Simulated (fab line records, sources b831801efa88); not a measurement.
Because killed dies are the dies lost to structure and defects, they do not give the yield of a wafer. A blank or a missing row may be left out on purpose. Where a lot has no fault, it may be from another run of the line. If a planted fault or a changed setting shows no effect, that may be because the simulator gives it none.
What tool caused it? || flow sky130 || Sampling: 10 lots, 30 wafers, 6 of 708 route steps

WHAT THE GAUGES READ, wafer by wafer
SKY_CONTACT_CD_MEAS_14: the cd target is 170 nm. Usual: cdNm 169.4 nm, standard deviation 1.5.
{"lot": "L722", "measured": "day 31 16:09", "on": "cdSem-02", "cdNm (nm)": "170.7 169.8 170.5", "flag": ""}
{"lot": "L724", "measured": "day 33 17:47", "on": "cdSem-02", "cdNm (nm)": "168.4 168.6 168.2", "flag": ""}
{"lot": "L723", "measured": "day 33 19:25", "on": "cdSem-02", "cdNm (nm)": "167.1 168.9 167.8", "flag": ""}
{"lot": "L727", "measured": "day 33 20:20", "on": "cdSem-01", "cdNm (nm)": "169.7 170.5 169.7", "flag": ""}
{"lot": "L729", "measured": "day 34 13:05", "on": "cdSem-02", "cdNm (nm)": "169.4 170.1 170.0", "flag": ""}
{"lot": "L731", "measured": "day 34 16:39", "on": "cdSem-01", "cdNm (nm)": "169.3 169.8 167.9", "flag": ""}
{"lot": "L732", "measured": "day 35 01:34", "on": "cdSem-02", "cdNm (nm)": "171.4 169.7 170.2", "flag": ""}
{"lot": "L736", "measured": "day 36 09:19", "on": "cdSem-02", "cdNm (nm)": "168.8 169.3 170.3", "flag": ""}
{"lot": "L737", "measured": "day 37 00:29", "on": "cdSem-01", "cdNm (nm)": "170.7 170.2 171.2", "flag": ""}
{"lot": "L739", "measured": "day 37 13:02", "on": "cdSem-02", "cdNm (nm)": "170.0 171.2 170.2", "flag": ""}

SKY_VIA1_RS_MEAS_22: the measuring method here is four-point-probe. Usual: VIA1_W_RS typically reads 0.426 ohm/sq, with standard deviation 0.0066.
{"lot": "L722", "measured": "day 34 02:07", "on": "filmMetro-02", "VIA1_W_RS (ohm/sq)": "0.429 0.435 0.422", "flag": ""}
{"lot": "L724", "measured": "day 36 03:23", "on": "filmMetro-01", "VIA1_W_RS (ohm/sq)": "0.422 0.420 0.421", "flag": ""}
{"lot": "L723", "measured": "day 36 03:43", "on": "filmMetro-03", "VIA1_W_RS (ohm/sq)": "0.433 0.438 0.436", "flag": ""}
{"lot": "L727", "measured": "day 36 06:08", "on": "filmMetro-01", "VIA1_W_RS (ohm/sq)": "0.431 0.430 0.435", "flag": ""}
{"lot": "L729", "measured": "day 36 21:45", "on": "filmMetro-01", "VIA1_W_RS (ohm/sq)": "0.424 0.424 0.425", "flag": ""}
{"lot": "L731", "measured": "day 37 00:10", "on": "filmMetro-02", "VIA1_W_RS (ohm/sq)": "0.427 0.427 0.427", "flag": ""}
{"lot": "L732", "measured": "day 37 09:31", "on": "filmMetro-02", "VIA1_W_RS (ohm/sq)": "0.421 0.423 0.429", "flag": ""}
{"lot": "L736", "measured": "day 38 19:34", "on": "filmMetro-03", "VIA1_W_RS (ohm/sq)": "0.429 0.422 0.278", "flag": "OFF"}
{"lot": "L737", "measured": "day 39 09:19", "on": "filmMetro-01", "VIA1_W_RS (ohm/sq)": "0.434 0.437 0.430", "flag": ""}
{"lot": "L739", "measured": "day 39 19:38", "on": "filmMetro-01", "VIA1_W_RS (ohm/sq)": "0.427 0.278 0.279", "flag": "OFF"}

SKY_VIA1_THK_MEAS_23: measures by xrf. Usual: VIA1_W_THK typically reads 265 nm, with standard deviation 4.7.
{"lot": "L722", "measured": "day 34 02:14", "on": "filmMetro-02", "VIA1_W_THK (nm)": "263 259 267", "flag": ""}
{"lot": "L724", "measured": "day 36 03:29", "on": "filmMetro-01", "VIA1_W_THK (nm)": "269 268 271", "flag": ""}
{"lot": "L723", "measured": "day 36 03:49", "on": "filmMetro-03", "VIA1_W_THK (nm)": "256 253 255", "flag": ""}
{"lot": "L727", "measured": "day 36 06:15", "on": "filmMetro-01", "VIA1_W_THK (nm)": "263 264 260", "flag": ""}
{"lot": "L729", "measured": "day 36 21:51", "on": "filmMetro-01", "VIA1_W_THK (nm)": "267 269 268", "flag": ""}
{"lot": "L731", "measured": "day 37 00:17", "on": "filmMetro-02", "VIA1_W_THK (nm)": "267 266 265", "flag": ""}
{"lot": "L732", "measured": "day 37 09:37", "on": "filmMetro-02", "VIA1_W_THK (nm)": "270 267 265", "flag": ""}
{"lot": "L736", "measured": "day 38 19:40", "on": "filmMetro-03", "VIA1_W_THK (nm)": "258 263 394", "flag": "OFF"}
{"lot": "L737", "measured": "day 39 09:26", "on": "filmMetro-01", "VIA1_W_THK (nm)": "262 261 264", "flag": ""}
{"lot": "L739", "measured": "day 39 19:46", "on": "filmMetro-01", "VIA1_W_THK (nm)": "265 402 402", "flag": "OFF"}

EACH LOT AND THE TOOL THAT RAN IT (in order: tool; ch and the chambers of the sampled wafers; start)
{"lot": "L722", "SKY_POLY_GATE_STRIP_18": "plasmaAsher-03 ch 0,1, day 16 11:02", "SKY_CONTACT_STRIP_19": "plasmaAsher-02 ch 0,1, day 31 16:26", "SKY_VIA1_CVD_21": "cvdW-02 ch 0,1, day 34 02:02"}
{"lot": "L724", "SKY_POLY_GATE_STRIP_18": "plasmaAsher-03 ch 0, day 18 14:56", "SKY_CONTACT_STRIP_19": "plasmaAsher-02 ch 0,1, day 33 18:04", "SKY_VIA1_CVD_21": "cvdW-01 ch 0,1, day 36 03:16"}
{"lot": "L723", "SKY_POLY_GATE_STRIP_18": "plasmaAsher-02 ch 0,1, day 18 15:37", "SKY_CONTACT_STRIP_19": "plasmaAsher-01 ch 0,1, day 33 19:42", "SKY_VIA1_CVD_21": "cvdW-02 ch 0,1, day 36 03:37"}
{"lot": "L727", "SKY_POLY_GATE_STRIP_18": "plasmaAsher-02 ch 0,1, day 18 20:23", "SKY_CONTACT_STRIP_19": "plasmaAsher-02 ch 1, day 33 20:37", "SKY_VIA1_CVD_21": "cvdW-02 ch 0,1, day 36 06:02"}
{"lot": "L729", "SKY_POLY_GATE_STRIP_18": "plasmaAsher-01 ch 0,1, day 19 13:57", "SKY_CONTACT_STRIP_19": "plasmaAsher-02 ch 0,1, day 34 13:22", "SKY_VIA1_CVD_21": "cvdW-01 ch 0,1, day 36 21:39"}
{"lot": "L731", "SKY_POLY_GATE_STRIP_18": "plasmaAsher-01 ch 0,1, day 19 20:14", "SKY_CONTACT_STRIP_19": "plasmaAsher-01 ch 0,1, day 34 16:56", "SKY_VIA1_CVD_21": "cvdW-01 ch 0,1, day 37 00:04"}
{"lot": "L732", "SKY_POLY_GATE_STRIP_18": "plasmaAsher-03 ch 0,1, day 20 10:19", "SKY_CONTACT_STRIP_19": "plasmaAsher-03 ch 0,1, day 35 01:50", "SKY_VIA1_CVD_21": "cvdW-02 ch 0,1, day 37 09:24"}
{"lot": "L736", "SKY_POLY_GATE_STRIP_18": "plasmaAsher-03 ch 0,1, day 21 23:35", "SKY_CONTACT_STRIP_19": "plasmaAsher-01 ch 0,1, day 36 09:36", "SKY_VIA1_CVD_21": "cvdW-02 ch 0,1, day 38 19:28"}
{"lot": "L737", "SKY_POLY_GATE_STRIP_18": "plasmaAsher-01 ch 0,1, day 22 15:20", "SKY_CONTACT_STRIP_19": "plasmaAsher-02 ch 0,1, day 37 00:46", "SKY_VIA1_CVD_21": "cvdW-01 ch 0,1, day 39 09:13"}
{"lot": "L739", "SKY_POLY_GATE_STRIP_18": "plasmaAsher-02 ch 0,1, day 23 05:56", "SKY_CONTACT_STRIP_19": "plasmaAsher-03 ch 0,1, day 37 13:19", "SKY_VIA1_CVD_21": "cvdW-02 ch 0,1, day 39 19:32"}
- SKY_POLY_GATE_STRIP_18: strips in O2/N2.
- SKY_CONTACT_STRIP_19: strips in O2/N2.
- SKY_VIA1_CVD_21: deposits W, target thk 270 nm, time 80.902 s.

AS READ BY THE TOOLS THEMSELVES (means over the sampled wafers that have a number; for cases with no such wafer, the mark the record gives instead)
SKY_POLY_GATE_STRIP_18. Usual: drypumpMotorCurrentA 5.6 A, standard deviation 0.39; oesProductAu 0.360 a.u., standard deviation 0.0045; stripTimeToEndpointS 3.170 s, standard deviation 0.029.
{"lot": "L722", "tool": "plasmaAsher-03", "drypumpMotorCurrentA (A)": 5.7, "oesProductAu (a.u.)": 0.362, "stripTimeToEndpointS (s)": 3.161, "flag": ""}
{"lot": "L724", "tool": "plasmaAsher-03", "drypumpMotorCurrentA (A)": 5.6, "oesProductAu (a.u.)": 0.359, "stripTimeToEndpointS (s)": 3.174, "flag": ""}
{"lot": "L723", "tool": "plasmaAsher-02", "drypumpMotorCurrentA (A)": 5.3, "oesProductAu (a.u.)": 0.362, "stripTimeToEndpointS (s)": 3.191, "flag": ""}
{"lot": "L727", "tool": "plasmaAsher-02", "drypumpMotorCurrentA (A)": 5.6, "oesProductAu (a.u.)": 0.355, "stripTimeToEndpointS (s)": 3.163, "flag": ""}
{"lot": "L729", "tool": "plasmaAsher-01", "drypumpMotorCurrentA (A)": 5.4, "oesProductAu (a.u.)": 0.358, "stripTimeToEndpointS (s)": 3.183, "flag": ""}
{"lot": "L731", "tool": "plasmaAsher-01", "drypumpMotorCurrentA (A)": 5.9, "oesProductAu (a.u.)": 0.360, "stripTimeToEndpointS (s)": 3.154, "flag": ""}
{"lot": "L732", "tool": "plasmaAsher-03", "drypumpMotorCurrentA (A)": 5.7, "oesProductAu (a.u.)": 0.364, "stripTimeToEndpointS (s)": 3.171, "flag": ""}
{"lot": "L736", "tool": "plasmaAsher-03", "drypumpMotorCurrentA (A)": 5.7, "oesProductAu (a.u.)": 0.361, "stripTimeToEndpointS (s)": 3.175, "flag": ""}
{"lot": "L737", "tool": "plasmaAsher-01", "drypumpMotorCurrentA (A)": 5.5, "oesProductAu (a.u.)": 0.358, "stripTimeToEndpointS (s)": 3.179, "flag": ""}
{"lot": "L739", "tool": "plasmaAsher-02", "drypumpMotorCurrentA (A)": 5.3, "oesProductAu (a.u.)": 0.364, "stripTimeToEndpointS (s)": 3.161, "flag": ""}

SKY_CONTACT_STRIP_19. Usual: drypumpMotorCurrentA 5.6 A, standard deviation 0.46; oesProductAu 0.381 a.u., standard deviation 0.0047; stripTimeToEndpointS 3.626 s, standard deviation 0.026.
{"lot": "L722", "tool": "plasmaAsher-02", "drypumpMotorCurrentA (A)": 5.3, "oesProductAu (a.u.)": 0.386, "stripTimeToEndpointS (s)": 3.618, "flag": ""}
{"lot": "L724", "tool": "plasmaAsher-02", "drypumpMotorCurrentA (A)": 5.6, "oesProductAu (a.u.)": 0.379, "stripTimeToEndpointS (s)": 3.627, "flag": ""}
{"lot": "L723", "tool": "plasmaAsher-01", "drypumpMotorCurrentA (A)": 5.9, "oesProductAu (a.u.)": 0.380, "stripTimeToEndpointS (s)": 3.606, "flag": ""}
{"lot": "L727", "tool": "plasmaAsher-02", "drypumpMotorCurrentA (A)": 5.8, "oesProductAu (a.u.)": 0.379, "stripTimeToEndpointS (s)": 3.622, "flag": ""}
{"lot": "L729", "tool": "plasmaAsher-02", "drypumpMotorCurrentA (A)": 5.3, "oesProductAu (a.u.)": 0.386, "stripTimeToEndpointS (s)": 3.626, "flag": ""}
{"lot": "L731", "tool": "plasmaAsher-01", "drypumpMotorCurrentA (A)": 5.4, "oesProductAu (a.u.)": 0.378, "stripTimeToEndpointS (s)": 3.623, "flag": ""}
{"lot": "L732", "tool": "plasmaAsher-03", "drypumpMotorCurrentA (A)": 5.7, "oesProductAu (a.u.)": 0.386, "stripTimeToEndpointS (s)": 3.659, "flag": ""}
{"lot": "L736", "tool": "plasmaAsher-01", "drypumpMotorCurrentA (A)": 5.8, "oesProductAu (a.u.)": 0.380, "stripTimeToEndpointS (s)": 3.648, "flag": ""}
{"lot": "L737", "tool": "plasmaAsher-02", "drypumpMotorCurrentA (A)": 5.6, "oesProductAu (a.u.)": 0.381, "stripTimeToEndpointS (s)": 3.629, "flag": ""}
{"lot": "L739", "tool": "plasmaAsher-03", "drypumpMotorCurrentA (A)": 5.7, "oesProductAu (a.u.)": 0.382, "stripTimeToEndpointS (s)": 3.647, "flag": ""}

SKY_VIA1_CVD_21. Usual: heaterPowerW 845 W, standard deviation 89.
{"lot": "L722", "tool": "cvdW-02", "heaterPowerW (W)": 832, "flag": ""}
{"lot": "L724", "tool": "cvdW-01", "heaterPowerW (W)": 896, "flag": ""}
{"lot": "L723", "tool": "cvdW-02", "heaterPowerW (W)": 866, "flag": ""}
{"lot": "L727", "tool": "cvdW-02", "heaterPowerW (W)": 884, "flag": ""}
{"lot": "L729", "tool": "cvdW-01", "heaterPowerW (W)": 829, "flag": ""}
{"lot": "L731", "tool": "cvdW-01", "heaterPowerW (W)": 907, "flag": ""}
{"lot": "L732", "tool": "cvdW-02", "heaterPowerW (W)": 881, "flag": ""}
{"lot": "L736", "tool": "cvdW-02", "heaterPowerW (W)": 803, "flag": ""}
{"lot": "L737", "tool": "cvdW-01", "heaterPowerW (W)": 792, "flag": ""}
{"lot": "L739", "tool": "cvdW-02", "heaterPowerW (W)": 873, "flag": ""}

THE ANSWER, worked out from the rows above alone
Rule: a lot counts as off when the mean over its wafers that have a number is more than 3 standard deviations away from the usual mean. A lot without any number at a reading at which 4 lots or more have one is off too. The other lots that the step has rows for count as sound. After the gauges, taken in route order, come the tools' own readings; for these a lot's mean is taken, as printed above. At the first step where some lot is off, the reading lying furthest off is the one used; lots without a number count as furthest.
Off: at SKY_VIA1_RS_MEAS_22 (VIA1_W_RS), L736, L739.
If a tool, at a process step before that reading, ran all the lots that are off and no sound lot after the first of them, it fits. Those tools and the gauges at SKY_VIA1_RS_MEAS_22 are tried in the same way. One candidate fits, namely cvdW-02 at SKY_VIA1_CVD_21. A fault onset in the window from L732 (day 37 09:24, its last sound lot) to L736 (day 38 19:28, its first lot off) fits.

WHAT HAD BEEN PUT IN BY THE SIMULATOR
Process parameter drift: cvdW-02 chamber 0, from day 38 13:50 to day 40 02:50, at SKY_VIA1_CVD_21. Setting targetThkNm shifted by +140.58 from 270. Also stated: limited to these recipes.
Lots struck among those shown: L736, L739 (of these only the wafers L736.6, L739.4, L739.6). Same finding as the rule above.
